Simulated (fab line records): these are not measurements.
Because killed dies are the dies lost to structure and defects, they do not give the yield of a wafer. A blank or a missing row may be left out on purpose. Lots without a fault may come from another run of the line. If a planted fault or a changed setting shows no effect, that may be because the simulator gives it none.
Which tool was responsible? + flow gf180mcu + 39 wafers from 13 lots sampled at 4 of the route's 602 steps

== WHAT THE GAUGES READ, wafer by wafer ==
GF_SAB_OVL_MEAS_10.
| lot  | measured     | on         | SAB_OVL (nm)   |
|------|--------------|------------|----------------|
| L893 | day 14 21:37 | overlay-02 | -0.2 -0.7 -2.0 |
| L896 | day 15 23:43 | overlay-01 | 4.6 1.3 4.8    |
| L898 | day 16 22:28 | overlay-01 | -2.3 -0.8 -1.1 |
| L900 | day 17 14:52 | overlay-01 | -2.7 -1.9 -0.9 |
| L903 | day 18 18:17 | overlay-02 | -0.4 1.2 1.1   |
| L904 | day 19 01:29 | overlay-01 | -1.5 -1.0 -1.0 |
| L908 | day 20 20:10 | overlay-02 | 0.9 -0.5 4.5   |
| L909 | day 21 02:46 | overlay-01 | -2.4 -1.3 1.4  |
| L910 | day 21 09:23 | overlay-02 | -1.7 -0.8 0.6  |
| L912 | day 21 21:35 | overlay-02 | 0.2 -1.5 0.5   |
| L913 | day 22 08:49 | overlay-01 | 1.8 2.2 1.9    |
| L915 | day 22 22:35 | overlay-02 | 0.3 0.3 0.1    |
| L916 | day 23 06:44 | overlay-01 | 0.0 1.0 0.5    |

GF_CONTACT_THK_MEAS_03.
| lot  | measured     | on            | CONTACT_CVD_02_THK (nm) |
|------|--------------|---------------|-------------------------|
| L893 | day 14 22:48 | film_metro-03 | 873 852 884             |
| L896 | day 16 00:47 | film_metro-02 | 851 863 881             |
| L898 | day 16 23:32 | film_metro-03 | 836 844 859             |
| L900 | day 17 15:56 | film_metro-01 | 836 870 853             |
| L903 | day 18 19:21 | film_metro-01 | 851 862 872             |
| L904 | day 19 02:33 | film_metro-01 | 828 871 841             |
| L908 | day 20 21:14 | film_metro-01 | 852 873 865             |
| L909 | day 21 03:50 | film_metro-03 | 863 854 847             |
| L910 | day 21 10:27 | film_metro-01 | 872 857 847             |
| L912 | day 21 22:44 | film_metro-02 | 866 870 880             |
| L913 | day 22 09:53 | film_metro-01 | 858 874 871             |
| L915 | day 22 23:44 | film_metro-02 | 838 852 856             |
| L916 | day 23 07:56 | film_metro-02 | 855 832 855             |

GF_CONTACT_OVL_MEAS_15.
| lot  | measured     | on         | CONTACT_OVL (nm) |
|------|--------------|------------|------------------|
| L893 | day 15 21:02 | overlay-01 | -3 -3 8          |
| L896 | day 16 23:25 | overlay-01 | 6 8 13           |
| L898 | day 17 22:31 | overlay-02 | 0 -2 -8          |
| L900 | day 18 16:19 | overlay-02 | 8 10 11          |
| L903 | day 19 20:04 | overlay-02 | -1 -1 -3         |
| L904 | day 20 03:10 | overlay-01 | 5 9 4            |
| L908 | day 21 21:28 | overlay-02 | -1 4 -4          |
| L909 | day 22 04:37 | overlay-01 | 5 8 5            |
| L910 | day 22 10:46 | overlay-01 | 3 0 -5           |
| L912 | day 22 22:46 | overlay-02 | -3 2 -4          |
| L913 | day 23 08:58 | overlay-02 | -6 -1 -3         |
| L915 | day 23 22:52 | overlay-01 | 2 3 0            |
| L916 | day 24 06:55 | overlay-02 | 7 3 4            |

== WHICH TOOL RAN EACH LOT (tool, then ch and the chambers of the sampled wafers, then the start) ==
| lot  | GF_CONTACT_CMP_04             |
|------|-------------------------------|
| L893 | cmp-02 ch 0,1,3, day 14 22:56 |
| L896 | cmp-02 ch 0,1,3, day 16 00:57 |
| L898 | cmp-01 ch 0,1,3, day 16 23:36 |
| L900 | cmp-01 ch 1,3, day 17 16:02   |
| L903 | cmp-02 ch 2,3, day 18 19:28   |
| L904 | cmp-02 ch 1,2,3, day 19 02:37 |
| L908 | cmp-01 ch 0,2,3, day 20 21:18 |
| L909 | cmp-01 ch 0,2, day 21 03:56   |
| L910 | cmp-02 ch 1,2, day 21 10:31   |
| L912 | cmp-02 ch 1,3, day 21 22:50   |
| L913 | cmp-01 ch 0,3, day 22 09:56   |
| L915 | cmp-01 ch 1,2,3, day 22 23:57 |
| L916 | cmp-02 ch 0,1, day 23 08:00   |
- GF_CONTACT_CMP_04: polishes SiO2.

== AS READ BY THE TOOLS THEMSELVES (means over the sampled wafers that have a number; for cases with no such wafer, the mark the record gives instead) ==
GF_CONTACT_CMP_04.
| lot  | tool   | edge_zone_pressure_frac | head_pressure_psi (psi) | motor_current_A (A) | slurry_flow_ml_min | time_to_endpoint_s (s) |
|------|--------|-------------------------|-------------------------|---------------------|--------------------|------------------------|
| L893 | cmp-02 | 0.999                   | 3.999                   | 12.6                | 149.5              | 116                    |
| L896 | cmp-02 | 1.000                   | 3.995                   | 12.2                | 149.8              | 114                    |
| L898 | cmp-01 | 1.003                   | 3.997                   | 11.8                | 150.0              | 112                    |
| L900 | cmp-01 | 1.002                   | 3.994                   | 10.9                | 150.6              | 112                    |
| L903 | cmp-02 | -                       | -                       | -                   | -                  | -                      |
| L904 | cmp-02 | -                       | -                       | -                   | -                  | -                      |
| L908 | cmp-01 | 0.994                   | 3.999                   | 12.9                | 150.1              | 110                    |
| L909 | cmp-01 | 1.001                   | 3.992                   | 13.6                | 150.0              | 110                    |
| L910 | cmp-02 | 1.000                   | 3.990                   | 12.0                | 150.1              | 108                    |
| L912 | cmp-02 | 0.996                   | 3.990                   | 12.7                | 149.7              | 115                    |
| L913 | cmp-01 | 0.997                   | 4.003                   | 12.7                | 149.9              | 111                    |
| L915 | cmp-01 | 1.007                   | 3.998                   | 12.2                | 150.1              | 107                    |
| L916 | cmp-02 | 0.999                   | 3.991                   | 12.0                | 150.2              | 111                    |

== THE ANSWER, worked out from the rows above alone ==
Rule: the lots themselves supply what counts as usual. The widest of any qualifying gaps counts: lots, ordered by their means at a reading, are off when they make up no more than a third of the lots, leave a main group of 4 or more, and stand apart from it by 3 or more times the standard deviation of that group's means. A main group whose means are all the same, to the digits that the tables above print for the reading, isn't used. Also off: a lot with no number at a reading for which 4 or more lots have one. All remaining lots with rows at the step are treated as sound. After the gauges, taken in route order, come the tools' own readings; for these a lot's mean is taken, as printed above. At the first step where some lot is off, the reading lying furthest off is the one used; lots without a number count as furthest.
Off, at GF_CONTACT_CMP_04 on edge_zone_pressure_frac: L903, L904. Without a number there: L903, L904. Mean 1.000 and standard deviation 0.0034 in the main group.
A tool fits if, at that step or a process step before it, it ran every lot that is off, and no sound lot after the first of them. Of those tried, none fits.

== WHAT THE SIMULATOR HAD PUT IN ==
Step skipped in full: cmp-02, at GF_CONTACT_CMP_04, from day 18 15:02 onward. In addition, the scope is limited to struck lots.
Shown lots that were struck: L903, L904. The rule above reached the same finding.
